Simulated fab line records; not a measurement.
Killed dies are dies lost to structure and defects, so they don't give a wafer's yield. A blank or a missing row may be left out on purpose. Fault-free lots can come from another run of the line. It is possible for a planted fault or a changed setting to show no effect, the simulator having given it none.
Which tool was responsible? | flow sky130 | Sampling: 12 lots, 36 wafers, 3 of 708 route steps

== WHAT EACH GAUGE READ, for each wafer ==
SKY_METAL2_OVL_MEAS_16. Usual: METAL2_OVL typically reads -2 nm, with standard deviation 5.7.
lot  | measured     | on         | METAL2_OVL (nm) | flag
L904 | day 35 08:07 | overlay-01 | -7 -15 -13      | 
L906 | day 35 21:28 | overlay-01 | -5 -2 1         | 
L911 | day 37 06:18 | overlay-01 | 1 -2 -3         | 
L912 | day 37 11:50 | overlay-01 | -10 -2 -5       | 
L916 | day 38 14:53 | overlay-02 | -5 -1 -3        | 
L921 | day 40 01:46 | overlay-01 | 0 1 -4          | 
L922 | day 40 08:45 | overlay-01 | -5 -10 -6       | 
L923 | day 40 13:00 | overlay-02 | -4 -1 -9        | 
L924 | day 41 05:57 | overlay-02 | 0 -2 -2         | 
L925 | day 41 22:10 | overlay-01 | 6 1 7           | 
L927 | day 41 23:13 | overlay-01 | 5 -1 7          | 
L926 | day 42 00:22 | overlay-01 | -5 -6 -2        | 

SKY_VIA2_BOW_MEAS_03. Usual: VIA2_BOW typically reads 86 um, with standard deviation 7.7.
lot  | measured     | on           | VIA2_BOW (um) | flag
L904 | day 35 09:26 | filmMetro-02 | 96 103 110    | 
L906 | day 35 22:47 | filmMetro-01 | 73 82 88      | 
L911 | day 37 07:50 | filmMetro-02 | 81 77 93      | 
L912 | day 37 13:13 | filmMetro-04 | 88 92 91      | 
L916 | day 38 16:11 | filmMetro-01 | 89 83 92      | 
L921 | day 40 03:11 | filmMetro-01 | 73 101 102    | 
L922 | day 40 10:07 | filmMetro-02 | 78 86 86      | 
L923 | day 40 14:29 | filmMetro-04 | 84 81 78      | 
L924 | day 41 07:17 | filmMetro-02 | 81 89 84      | 
L925 | day 41 23:38 | filmMetro-02 | 92 83 99      | 
L927 | day 42 00:32 | filmMetro-02 | 94 85 83      | 
L926 | day 42 01:40 | filmMetro-04 | 75 95 83      | 

== TOOL THAT RAN EACH LOT (tool first, then ch and the chambers of the sampled wafers, then the start) ==
lot  | SKY_METAL2_SPUTTER_01
L904 | pvdSputter-03, day 34 05:25
L906 | pvdSputter-02, day 34 19:05
L911 | pvdSputter-02, day 36 04:10
L912 | pvdSputter-01, day 36 10:07
L916 | pvdSputter-02, day 37 12:50
L921 | pvdSputter-03, day 39 00:50
L922 | pvdSputter-03, day 39 08:21
L923 | pvdSputter-03, day 39 12:34
L924 | pvdSputter-03, day 40 05:44
L925 | pvdSputter-03, day 40 20:28
L927 | pvdSputter-03, day 40 23:35
L926 | pvdSputter-03, day 41 00:53
- SKY_METAL2_SPUTTER_01: material TiN, target thk 20 nm, time 16.7 s.

== WHAT THE TOOLS THEMSELVES READ (means of the sampled wafers that have a number; where no wafer has one, the mark that the record gives instead) ==
SKY_METAL2_SPUTTER_01. Usual: throttleValvePct at 30.0 %, with a standard deviation of 1.1.
lot  | tool          | throttleValvePct (%) | flag
L904 | pvdSputter-03 | 29.7                 | 
L906 | pvdSputter-02 | 30.8                 | 
L911 | pvdSputter-02 | 28.9                 | 
L912 | pvdSputter-01 | 30.6                 | 
L916 | pvdSputter-02 | 30.0                 | 
L921 | pvdSputter-03 | 29.6                 | 
L922 | pvdSputter-03 | 29.4                 | 
L923 | pvdSputter-03 | 30.5                 | 
L924 | pvdSputter-03 | 30.4                 | 
L925 | pvdSputter-03 | 30.0                 | 
L927 | pvdSputter-03 | 31.1                 | 
L926 | pvdSputter-03 | 29.9                 | 

== THE ANSWER, worked out from the rows above alone ==
Rule: a lot counts as off when the mean over its wafers that have a number is more than 3 standard deviations away from the usual mean. A lot without any number at a reading at which 4 lots or more have one is off too. All remaining lots with rows at the step are treated as sound. First the gauges in route order, then the tools' own readings, where a lot's mean is used as printed above. The first step at which some lot is off is used, and at that step the reading that is off furthest; a lot without a number counts as furthest.
No lot is off at any reading shown: from this, nothing can be told.

== WHAT HAD BEEN PUT IN BY THE SIMULATOR ==
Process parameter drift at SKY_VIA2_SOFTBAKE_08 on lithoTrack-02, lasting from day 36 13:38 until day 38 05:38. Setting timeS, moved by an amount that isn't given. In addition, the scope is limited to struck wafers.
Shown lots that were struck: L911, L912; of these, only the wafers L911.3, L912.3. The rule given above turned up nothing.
